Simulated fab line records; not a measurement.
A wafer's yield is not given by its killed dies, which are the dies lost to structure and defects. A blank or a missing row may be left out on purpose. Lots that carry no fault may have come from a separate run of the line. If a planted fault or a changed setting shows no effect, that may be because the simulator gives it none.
Comparing a struck lot with a sound one || flow gf180mcu || 26 out of 602 route steps
Sound: these wafers, L165.2, L165.4, L165.6. Struck: wafer L171.3. (L171.1, L171.4 of the same lot were not struck and are left out.) The cause comes at the end.
Order at every step that has rows: each side's tool, ch and its chambers, its first start. Under that, the readings that differ: sound wafers || struck wafers || difference of the means || sigmas: that difference in standard deviations of wafers without a fault.
alike: a reading whose means differ by less than 2 such deviations, as well as words and numbers matching on both sides. not compared: withheld readings; readings where some wafer has no value; bounds like >300 that might hide an equal value; numbers whose values overlap and for which the record gives no deviation.
A row with sigmas, a row that says differs or no value, or rows on one side alone: a step with any of these is where the two part. When numbers do not overlap yet have no deviation, they are printed without sigmas and do not part them. A reading missing from all wafers of one side parts the sides only when that side holds two or more wafers.

GF_V4_CVD_23: deposits W, target thk 350 nm, time 104.9 s.
  sound on cvdW-01 ch 0,1, day 25 08:09; struck on cvdW-02 ch 1, day 27 13:28
{"reading": "heaterPowerW (W)", "sound": "858 810 866", "struck": 998, "difference": "+153", "sigmas": "+2"}
GF_V4_RS_MEAS_24: the measuring method here is four-point-probe.
  struck on filmMetro-03, day 27 13:34; sound on filmMetro-02, day 25 08:17
{"reading": "V4_W_RS (ohm/sq)", "sound": "0.319 0.323 0.325", "struck": 0.332, "difference": "+0.010", "sigmas": "+2"}
GF_V4_THK_MEAS_25: measures by xrf.
  struck on filmMetro-03, day 27 13:41; sound on filmMetro-02, day 25 08:23
{"reading": "V4_W_THK (nm)", "sound": "354 347 344", "struck": 333, "difference": -15, "sigmas": -3}
GF_V4_CMP_26: polishes, stops on SiO2, t overpolish 15 s, target thk 0 nm.
  sound on cmp-01 ch 0,2,3, day 25 08:32; struck on cmp-01 ch 2, day 27 13:56
  alike: motorCurrentA, overpolishRunS, timeToEndpointS
GF_MIM_SPUTTER_00: material Ti, target thk 37.5 nm, time 150 s.
  struck on pvdSputter-02, day 27 14:14; sound on pvdSputter-02, day 25 08:44
  alike: chamberPressurePa, throttleValvePct
then, 1 step without rows for these wafers: GF_MIM_SPUTTER_01 (material TiN, target thk 30 nm, time 25 s).
GF_MIM_SPUTTER_02: material AlCu, target thk 450 nm, time 23.9 s.
  struck on pvdSputter-02, day 27 14:22; sound on pvdSputter-02, day 25 08:52
  alike: chamberPressurePa, throttleValvePct
GF_MIM_SPUTTER_03: material Ti, target thk 10 nm, time 6.7 s.
  struck on pvdSputter-02, day 27 14:23; sound on pvdSputter-02, day 25 08:54
  alike: chamberPressurePa, throttleValvePct
then, 2 steps without rows for these wafers: GF_MIM_SPUTTER_04 (material TiN, target thk 50 nm, time 41.7 s); GF_MIM_CVD_05 (deposits Si3N4, target thk 42 nm, time 29.086 s).
GF_MIM_THK_MEAS_06:
  struck on filmMetro-01, day 27 14:29; sound on filmMetro-02, day 25 09:00
  alike: MIM_CVD_05_THK
then, 1 step without rows for these wafers: GF_MIM_SPUTTER_07 (material TiN, target thk 60 nm, time 50 s).
GF_MIM_SPUTTER_08: material AlCu, target thk 200 nm, time 10.6 s.
  struck on pvdSputter-04, day 27 14:35; sound on pvdSputter-04, day 25 09:06
{"reading": "chamberPressurePa (Pa)", "sound": "0.4010 0.4010 0.4002", "struck": 0.4358, "difference": "+0.0351", "sigmas": "+43"}
{"reading": "model.AlCu_of_MIM_SPUTTER_08.thkNm (nm)", "sound": "201.7 200.7 199.2", "struck": 198.1, "difference": -2.4, "sigmas": ""}
  alike: throttleValvePct
then, 1 step without rows for these wafers: GF_MIM_SPUTTER_09 (material TiN, target thk 35 nm, time 29.2 s).
GF_MIM_RS_MEAS_10: the measuring method here is four-point-probe.
  struck on filmMetro-02, day 27 14:39; sound on filmMetro-01, day 25 09:11
  alike: MIM_ALCU_RS
GF_MIM_THK_MEAS_11: measures by xrf.
  struck on filmMetro-02, day 27 14:46; sound on filmMetro-01, day 25 09:17
  alike: MIM_ALCU_THK
then, 7 steps without rows for these wafers: GF_MIM_DEHYDRATE_12 (time 60 s); GF_MIM_HMDS_13 (prime time 60 s); GF_MIM_COAT_14 (resist thk 1000 nm); GF_MIM_SOFTBAKE_15 (time 60 s); GF_MIM_EXPOSE_16 (exposes mask FuseTop, target cd 2000 nm); GF_MIM_PEB_17; GF_MIM_DEVELOP_18 (develop time 60 s).
GF_MIM_METAL_ETCH_19: etches the open film in Cl2/BCl3, stops on Si3N4, target depth 324.5 nm, time 54.1 s.
  sound on rieMetal-01 ch 0,1, day 26 06:11; struck on rieMetal-04 ch 0, day 28 09:06
{"reading": "model.etch.depthNm (nm)", "sound": "295.5 294.2 294.1", "struck": 293.1, "difference": -1.5, "sigmas": ""}
{"reading": "model.MIM.featureDepthNm (nm)", "sound": "295.5 294.2 294.1", "struck": 293.1, "difference": -1.5, "sigmas": ""}
  alike: drypumpMotorCurrentA, oesProductAu, throttleValvePct
  not compared: rfHoursCounterH
then, 2 steps without rows for these wafers: GF_MIM_STRIP_20 (strips in O2/N2); GF_PASSIVATION_PROBE_99.

== WHERE THEY PART ==
At GF_V4_CVD_23 first; at GF_MIM_SPUTTER_08 last (within this record only). Later steps at which nothing parts them and some readings are alike: GF_MIM_RS_MEAS_10, GF_MIM_THK_MEAS_11, GF_MIM_METAL_ETCH_19.

WHY: what the simulator had put in
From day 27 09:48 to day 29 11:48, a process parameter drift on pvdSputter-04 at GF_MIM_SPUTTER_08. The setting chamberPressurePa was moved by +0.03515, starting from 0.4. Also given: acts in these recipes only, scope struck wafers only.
